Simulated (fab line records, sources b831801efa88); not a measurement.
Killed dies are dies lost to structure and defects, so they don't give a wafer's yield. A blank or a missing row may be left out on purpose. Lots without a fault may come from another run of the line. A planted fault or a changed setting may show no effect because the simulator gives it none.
Which tool did it? | flow sky130 | 10 lots, 29 wafers sampled, at 6 steps of a route of 708

WHAT THE GAUGES READ, wafer by wafer
SKY_VIA3_BOW_MEAS_03.
lot  | measured     | on            | VIA3_BOW (um)
L501 | day 39 00:29 | film_metro-04 | 76 75 88
L502 | day 39 02:13 | film_metro-04 | 86 87 73
L504 | day 39 16:25 | film_metro-04 | 83 81 82
L505 | day 39 23:35 | film_metro-02 | 62 78 78
L509 | day 41 00:20 | film_metro-02 | 82 86 95
L513 | day 42 01:28 | film_metro-02 | 76 82 78
L519 | day 43 21:52 | film_metro-03 | 93 84
L522 | day 44 15:57 | film_metro-03 | 75 85 79
L523 | day 44 21:59 | film_metro-02 | 88 72 68
L524 | day 45 10:16 | film_metro-04 | 81 86 82

SKY_VIA3_CD_MEAS_12: target cd 200 nm.
lot  | measured     | on        | cd_nm (nm)
L501 | day 40 01:41 | cd_sem-02 | 198.5 197.3 198.0
L502 | day 40 03:20 | cd_sem-01 | 201.8 202.2 200.0
L504 | day 40 16:44 | cd_sem-02 | 199.4 199.7 200.4
L505 | day 41 00:10 | cd_sem-02 | 199.9 201.4 201.4
L509 | day 42 00:08 | cd_sem-02 | 199.0 199.7 200.8
L513 | day 43 01:01 | cd_sem-02 | 200.2 200.7 201.3
L519 | day 44 20:35 | cd_sem-01 | 198.8 197.8
L522 | day 45 13:13 | cd_sem-01 | 197.2 199.5 198.0
L523 | day 45 18:44 | cd_sem-01 | 201.5 202.0 201.0
L524 | day 46 07:17 | cd_sem-01 | 198.8 200.3 200.9

SKY_CAP2M_RS_MEAS_03: measures by four-point-probe.
lot  | measured     | on            | CAP2M_TIN_RS (ohm/sq)
L501 | day 40 03:33 | film_metro-03 | 6.84 6.84 6.82
L502 | day 40 05:14 | film_metro-01 | 6.79 6.82 6.74
L504 | day 40 18:38 | film_metro-04 | 6.74 6.74 6.70
L505 | day 41 02:02 | film_metro-01 | 6.75 6.89 6.81
L509 | day 42 02:10 | film_metro-04 | 6.95 7.01 7.00
L513 | day 43 02:53 | film_metro-04 | 6.84 6.93 6.84
L519 | day 44 22:29 | film_metro-01 | 7.15 7.23 7.15 7.23
L522 | day 45 15:07 | film_metro-01 | 7.11 7.23 7.11 7.09 7.23 7.10
L523 | day 45 20:36 | film_metro-01 | 6.78 6.83 6.84
L524 | day 46 09:24 | film_metro-01 | 6.88 6.85 6.85

SKY_CAP2M_THK_MEAS_04: measures by xrf.
lot  | measured     | on            | CAP2M_TIN_THK (nm)
L501 | day 40 03:40 | film_metro-03 | 203.5 203.6 203.3
L502 | day 40 05:21 | film_metro-01 | 205.9 205.3 207.6
L504 | day 40 18:45 | film_metro-04 | 207.1 206.8 206.6
L505 | day 41 02:09 | film_metro-01 | 205.8 202.3 204.5
L509 | day 42 02:16 | film_metro-04 | 201.5 199.0 199.7
L513 | day 43 03:00 | film_metro-04 | 203.0 200.6 203.0
L519 | day 45 04:35 | film_metro-01 | 194.7 193.1 193.7 192.5
L522 | day 45 18:21 | film_metro-01 | 195.7 191.6 196.8 196.0 192.0 196.1
L523 | day 45 20:42 | film_metro-01 | 204.7 203.4 202.7
L524 | day 46 09:31 | film_metro-01 | 202.7 203.2 203.3

WHICH TOOL RAN EACH LOT (tool, then ch and the chambers of the sampled wafers, then the start)
lot  | SKY_VIA3_CMP_24               | SKY_CAP2M_SPUTTER_02
L501 | cmp-02 ch 1,2,3, day 40 02:56 | pvd_sputter-02, day 40 03:25
L502 | cmp-02 ch 1,2,3, day 40 04:44 | pvd_sputter-02, day 40 05:07
L504 | cmp-01 ch 1,2, day 40 17:58   | pvd_sputter-02, day 40 18:31
L505 | cmp-02 ch 0,2,3, day 41 01:23 | pvd_sputter-01, day 41 01:55
L509 | cmp-02 ch 1,2,3, day 42 01:34 | pvd_sputter-01, day 42 02:01
L513 | cmp-02 ch 0,1, day 43 02:14   | pvd_sputter-02, day 43 02:46
L519 | cmp-01 ch 1, day 44 21:51     | pvd_sputter-01, day 44 22:20
L522 | cmp-02 ch 0,2,3, day 45 14:27 | pvd_sputter-01, day 45 14:59
L523 | cmp-01 ch 0,1,2, day 45 19:58 | pvd_sputter-02, day 45 20:27
L524 | cmp-02 ch 0,1,2, day 46 08:42 | pvd_sputter-02, day 46 09:17
- SKY_VIA3_CMP_24: polishes, stops on SiO2, t overpolish 20 s, target thk 0 nm.
- SKY_CAP2M_SPUTTER_02: material TiN, target thk 200 nm, time 166.7 s.

WHAT THE TOOLS THEMSELVES READ (means of the sampled wafers that have a number; where no wafer has one, the mark that the record gives instead)
SKY_VIA3_CMP_24.
lot  | tool   | motor_current_A (A) | overpolish_run_s (s) | time_to_endpoint_s (s)
L501 | cmp-02 | 11.0                | 20.004               | 92.6
L502 | cmp-02 | 11.2                | 20.007               | 98.5
L504 | cmp-01 | 11.3                | 20.003               | 94.2
L505 | cmp-02 | 12.0                | 20.008               | 95.7
L509 | cmp-02 | 11.1                | 19.992               | 93.2
L513 | cmp-02 | 12.0                | 20.007               | 90.4
L519 | cmp-01 | 11.6                | 19.992               | 93.6
L522 | cmp-02 | 11.6                | 19.989               | 91.7
L523 | cmp-01 | 12.6                | 19.994               | 94.0
L524 | cmp-02 | 11.4                | 20.004               | 92.2

SKY_CAP2M_SPUTTER_02.
lot  | tool           | throttle_valve_pct (%)
L501 | pvd_sputter-02 | 29.1
L502 | pvd_sputter-02 | 30.1
L504 | pvd_sputter-02 | 29.5
L505 | pvd_sputter-01 | 32.1
L509 | pvd_sputter-01 | 31.3
L513 | pvd_sputter-02 | 29.5
L519 | pvd_sputter-01 | 29.9
L522 | pvd_sputter-01 | 32.1
L523 | pvd_sputter-02 | 28.8
L524 | pvd_sputter-02 | 29.7

THE ANSWER, worked out from the rows above alone
Rule: what is usual is taken from the lots themselves. Put in order of their means at a reading, lots are off if they are a third of the lots or fewer, leave a main group of 4 or more, and stand apart from it by a gap of 3 or more times the standard deviation of the main group's means; of several such gaps the widest counts. A main group whose means are all the same, to the digits that the tables above print for the reading, isn't used. A lot without any number at a reading at which 4 lots or more have one is off too. The other lots that the step has rows for count as sound. The gauges are gone through in route order, then the tools' own readings, and for those a lot's mean is taken as printed above. The first step at which some lot is off is used, and at that step the reading that is off furthest; a lot without a number counts as furthest.
No lot is off at any reading shown: from this, nothing can be told.

WHAT THE SIMULATOR HAD PUT IN
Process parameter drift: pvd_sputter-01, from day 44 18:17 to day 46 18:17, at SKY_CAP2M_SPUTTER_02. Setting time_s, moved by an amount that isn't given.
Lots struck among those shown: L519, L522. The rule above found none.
